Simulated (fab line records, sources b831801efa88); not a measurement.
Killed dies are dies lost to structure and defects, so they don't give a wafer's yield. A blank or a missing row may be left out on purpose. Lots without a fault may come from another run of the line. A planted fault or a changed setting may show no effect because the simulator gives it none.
A struck lot beside a sound one | flow sky130 | 18 steps out of a route of 708
Sound: wafers L718.1, L718.3, L718.6. Struck: wafer L709.3. (L709.2, L709.4 of the same lot were not struck and are left out.) The cause comes at the end.
At each step with rows: each side's tool, then ch and its chambers, then its first start. Under that, the readings that differ: sound wafers | struck wafers | difference of the means | sigmas: that difference in standard deviations of wafers without a fault.
alike: readings whose means differ by less than 2 such deviations, and words and numbers that are the same on both sides. not compared: withheld readings, readings that some wafer has no value for, bounds like >300 that may hide the same value, and numbers for which the record gives no deviation and whose values overlap.
The two part at a step that has a row with sigmas, a row that says differs or no value, or rows on one side only. Numbers that don't overlap but have no deviation are shown without sigmas and don't part them. A reading that every wafer of one side lacks parts them only if that side has two wafers or more.

first, 5 steps without rows for these wafers: SKY_VIA4_COAT_06 (resist thk 1140 nm); SKY_VIA4_SOFTBAKE_07 (time 60 s); SKY_VIA4_EXPOSE_08 (exposes mask VIM4, target cd 800 nm); SKY_VIA4_PEB_09; SKY_VIA4_DEVELOP_10 (develop time 60 s).
SKY_VIA4_OVL_MEAS_11:
  sound on overlay-02, day 47 03:34; struck on overlay-02, day 43 22:40
  alike: VIA4_OVL
SKY_VIA4_ETCH_12: etches SiO2 in C4F8/O2/Ar, stops on TiN, target depth 580 nm.
  sound on rie_diel-02 ch 0,1,3, day 47 03:36; struck on rie_diel-02 ch 3, day 43 22:41
  alike: bias_w, oes_product_au
SKY_VIA4_STRIP_13: strips in O2/N2.
  sound on plasma_asher-03 ch 1, day 47 03:40; struck on plasma_asher-01 ch 0, day 43 22:46
  reading               | sound             | struck | difference | sigmas
  oes_product_au (a.u.) | 0.710 0.710 0.704 | 0.696  | -0.012     | -3
  alike: drypump_motor_current_A, strip_time_to_endpoint_s
  not compared: rf_hours_counter_h
then, 3 steps without rows for these wafers: SKY_VIA4_STRIP_14 (strips in post etch residue remover, time 1200 s); SKY_VIA4_CLEAN_15 (cleans in IPA, time 180 s); SKY_VIA4_CLEAN_16 (cleans in O3/DIW).
SKY_VIA4_SPUTTER_17: material TiN, target thk 20 nm, time 80 s.
  sound on pvd_sputter-02, day 47 04:18; struck on pvd_sputter-02, day 43 23:25
  alike: throttle_valve_pct
SKY_VIA4_CVD_18: deposits W, target thk 505 nm, time 152.14 s.
  sound on cvd_w-01 ch 0,1, day 47 04:22; struck on cvd_w-01 ch 0, day 43 23:28
  reading                            | sound                | struck | difference | sigmas
  susceptor_temp_C (C)               | 400.00 399.93 399.99 | 391.28 | -8.69      | -41
  model.W_of_VIA4_CVD_18.thk_nm (nm) | 503.1 504.5 494.5    | 426.1  | -74.6      |
  alike: heater_power_w
SKY_VIA4_RS_MEAS_19: measures by four-point-probe.
  sound on film_metro-04, day 47 04:31; struck on film_metro-04, day 43 23:38
  reading            | sound                | struck | difference | sigmas
  VIA4_W_RS (ohm/sq) | 0.2271 0.2265 0.2310 | 0.2683 | +0.0401    | +17
SKY_VIA4_THK_MEAS_20: measures by xrf.
  sound on film_metro-04, day 47 04:38; struck on film_metro-04, day 43 23:45
  reading         | sound       | struck | difference | sigmas
  VIA4_W_THK (nm) | 512 512 502 | 430    | -79        | -15
SKY_VIA4_CMP_21: polishes, stops on SiO2, t overpolish 25 s, target thk 0 nm.
  sound on cmp-01 ch 0,1,2, day 47 04:45; struck on cmp-01 ch 1, day 43 23:48
  reading                    | sound             | struck | difference | sigmas
  slurry_filter_dp_kPa (kPa) | 13.31 13.52 13.56 | 13.73  | +0.27      | +2
  time_to_endpoint_s (s)     | 131 130 127       | 97     | -32        | -7
  alike: motor_current_A, platen_rpm
SKY_METAL5_SPUTTER_00: material Ti, target thk 15 nm, time 10 s.
  sound on pvd_sputter-01, day 47 05:00; struck on pvd_sputter-02, day 44 00:06
  reading                | sound          | struck | difference | sigmas
  throttle_valve_pct (%) | 30.1 30.8 29.8 | 27.4   | -2.8       | -3
-- the record jumps here: 3 days lie between the struck wafers' starts before and after (it left off in module METAL5 and takes up again in module PAD_OPEN, whose first step shown is number 708 of the route) --
SKY_PAD_OPEN_PROBE_99:
  the record has rows for the struck wafers here (prober-01, day 46 18:53) and none for the sound ones

WHERE THEY PART
First at SKY_VIA4_STRIP_13; last, within this record, at SKY_PAD_OPEN_PROBE_99.

WHY: what the simulator had put in
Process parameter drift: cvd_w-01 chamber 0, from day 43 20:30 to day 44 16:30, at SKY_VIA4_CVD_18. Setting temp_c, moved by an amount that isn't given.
